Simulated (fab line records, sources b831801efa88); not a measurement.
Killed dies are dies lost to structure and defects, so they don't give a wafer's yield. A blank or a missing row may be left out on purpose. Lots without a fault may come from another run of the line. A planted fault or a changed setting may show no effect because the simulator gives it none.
Which tool did it? | flow sky130 | 10 lots, 30 wafers sampled, at 1 step of a route of 708

WHAT THE GAUGES READ, wafer by wafer
SKY_LDD_N_TW_MEAS_17. Usual: LDD_N_TW 2578, standard deviation 35.
lot  | measured     | on            | LDD_N_TW       | flag
L848 | day 19 14:10 | film_metro-03 | 2622 2591 2605 |
L847 | day 19 14:28 | film_metro-01 | 2538 2521 2538 |
L846 | day 19 14:47 | film_metro-03 | 2608 2613 2598 |
L850 | day 21 03:23 | film_metro-04 | 2587 2582 2580 |
L855 | day 22 10:02 | film_metro-01 | 2528 2526 2519 |
L856 | day 23 11:35 | film_metro-01 | 2541 2554 2537 |
L858 | day 23 20:53 | film_metro-01 | 2544 2539 2538 |
L861 | day 24 12:26 | film_metro-01 | 2534 2524 2533 |
L866 | day 25 19:26 | film_metro-01 | 2532 2538 2529 |
L865 | day 25 21:48 | film_metro-03 | 2610 2609 2609 |

WHICH TOOL RAN EACH LOT (tool, then ch and the chambers of the sampled wafers, then the start)
The record holds no process step before these readings.

WHAT THE TOOLS THEMSELVES READ (means of the sampled wafers that have a number; where no wafer has one, the mark that the record gives instead)
The record holds no such reading with a usual standard deviation.

THE ANSWER, worked out from the rows above alone
Rule: a lot is off if the mean of its wafers that have a number lies more than 3 standard deviations from the usual mean. A lot without any number at a reading at which 4 lots or more have one is off too. The other lots that the step has rows for count as sound. The gauges are gone through in route order, then the tools' own readings, and for those a lot's mean is taken as printed above. The first step at which some lot is off is used, and at that step the reading that is off furthest; a lot without a number counts as furthest.
No lot is off at any reading shown: from this, nothing can be told.

WHAT THE SIMULATOR HAD PUT IN
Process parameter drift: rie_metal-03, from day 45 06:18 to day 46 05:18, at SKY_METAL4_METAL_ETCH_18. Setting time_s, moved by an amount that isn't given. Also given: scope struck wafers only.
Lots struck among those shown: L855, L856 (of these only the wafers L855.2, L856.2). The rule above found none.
